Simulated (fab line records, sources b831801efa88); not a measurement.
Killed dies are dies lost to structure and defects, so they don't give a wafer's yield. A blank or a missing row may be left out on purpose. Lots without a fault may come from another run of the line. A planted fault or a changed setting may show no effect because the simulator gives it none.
Chamber matching | flow sky130 | SKY_VIA1_ETCH_14 on rie_diel-02: 4 sister chambers
The step etches BARC in N2/H2, stops on SiO2, time 45.9 s, target depth 60 nm. 4 wafers are shown with their chamber, then 7 later ones without.

WAFERS WITH THEIR CHAMBER
wafer  | chamber | oes_product_au (a.u.)
L883.1 | 1       | 0.854
L884.4 | 3       | 0.867
L885.4 | 2       | 0.854
L886.4 | 0       | 0.856

WAFERS WITHOUT THEIR CHAMBER
wafer  | oes_product_au (a.u.)
L886.5 | 0.857
L888.1 | 0.862
L888.4 | 0.862
L888.6 | 0.858
L889.1 | 0.852
L889.2 | 0.850
L889.4 | 0.845

WHICH CHAMBER EACH WENT THROUGH
wafer  | from the rows above               | in truth
L886.5 | can't be placed: 0 or 1 or 2 or 3 | 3
L888.1 | can't be placed: 3 or 0 or 1 or 2 | 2
L888.4 | can't be placed: 3 or 0 or 1 or 2 | 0
L888.6 | can't be placed: 0 or 1 or 2 or 3 | 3
L889.1 | can't be placed: 1 or 2 or 0      | 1
L889.2 | can't be placed: 1 or 2 or 0      | 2
L889.4 | can't be placed: 1 or 2 or 0      | 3
Placed correctly: 0 of 7. Can't be placed from these rows: 7 (the true chamber is among the candidates in 6). Placed wrongly: 0.
How it was worked out, from the rows above alone: a wafer's distance from a chamber is the root of the sum, over the readings, of the square of ((its reading less the chamber's mean) divided by the reading's scatter). The wafer belongs to the nearest chamber; if the next one is less than 2 further off, it can't be placed. A chamber's mean is the mean of its shown wafers. The scatter: with one shown wafer a chamber, the root of the mean of the squares of how far each hidden wafer lies from its nearest shown one.
